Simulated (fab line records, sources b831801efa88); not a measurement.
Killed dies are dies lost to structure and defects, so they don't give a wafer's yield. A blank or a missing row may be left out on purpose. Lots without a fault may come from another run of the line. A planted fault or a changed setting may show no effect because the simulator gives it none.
A struck lot beside a sound one | flow gf180mcu | 14 steps out of a route of 602
Sound: wafers L877.1, L877.3, L877.4. Struck: wafer L893.4. (L893.1, L893.3 of the same lot were not struck and are left out.) The cause comes at the end.
At each step with rows: each side's tool, then ch and its chambers, then its first start. Under that, the readings that differ: sound wafers | struck wafers | difference of the means | sigmas: that difference in standard deviations of wafers without a fault.
alike: readings whose means differ by less than 2 such deviations, and words and numbers that are the same on both sides. not compared: withheld readings, readings that some wafer has no value for, bounds like >300 that may hide the same value, and numbers for which the record gives no deviation and whose values overlap.
The two part at a step that has a row with sigmas, a row that says differs or no value, or rows on one side only. Numbers that don't overlap but have no deviation are shown without sigmas and don't part them. A reading that every wafer of one side lacks parts them only if that side has two wafers or more.

first, 5 steps without rows for these wafers: GF_V4_COAT_09 (resist thk 1000 nm); GF_V4_SOFTBAKE_10 (time 60 s); GF_V4_EXPOSE_11 (exposes mask Via4, target cd 260 nm); GF_V4_PEB_12 (peb time 90 s); GF_V4_DEVELOP_13 (develop time 60 s).
GF_V4_CD_MEAS_14: target cd 260 nm.
  sound on cd_sem-01, day 24 08:19; struck on cd_sem-02, day 29 21:37
  alike: cd_nm
GF_V4_OVL_MEAS_15:
  sound on overlay-01, day 24 08:26; struck on overlay-02, day 29 21:44
  alike: V4_OVL
GF_V4_ETCH_16: etches BARC in N2/H2.
  sound on rie_diel-03 ch 1,2,3, day 24 08:29; struck on rie_diel-03 ch 1, day 29 21:46
  alike: drypump_motor_current_A, h2_flow_sccm, oes_product_au, throttle_valve_pct
GF_V4_ETCH_17: etches SiO2 in C4F8/O2/Ar, stops on TiN, target depth 630 nm.
  sound on rie_diel-03 ch 1,2,3; struck on rie_diel-03 ch 1
  alike: oes_product_au
GF_V4_STRIP_18: strips in O2/N2.
  sound on plasma_asher-04 ch 0,1, day 24 08:36; struck on plasma_asher-03 ch 1, day 29 21:53
  alike: drypump_motor_current_A, heater_power_w, o2_flow_sccm, oes_product_au
  not compared: rf_hours_counter_h
then, 2 steps without rows for these wafers: GF_V4_STRIP_19 (strips in post etch residue remover, time 1200 s); GF_V4_CLEAN_20 (cleans in DIW).
GF_V4_SPUTTER_21: material Ti, target thk 15 nm, time 80.02 s.
  sound on pvd_sputter-02, day 24 09:29; struck on pvd_sputter-02, day 29 22:28
  reading                               | sound             | struck | difference | sigmas
  model.Ti_of_V4_SPUTTER_21.thk_nm (nm) | 14.77 14.79 15.12 | 26.02  | +11.13     |
  alike: chamber_pressure_pa, throttle_valve_pct
GF_V4_SPUTTER_22: material TiN, target thk 10 nm, time 40 s.
  sound on pvd_sputter-02, day 24 09:32; struck on pvd_sputter-02, day 29 22:31
  alike: chamber_pressure_pa, throttle_valve_pct

WHERE THEY PART
Nowhere in this record.

WHY: what the simulator had put in
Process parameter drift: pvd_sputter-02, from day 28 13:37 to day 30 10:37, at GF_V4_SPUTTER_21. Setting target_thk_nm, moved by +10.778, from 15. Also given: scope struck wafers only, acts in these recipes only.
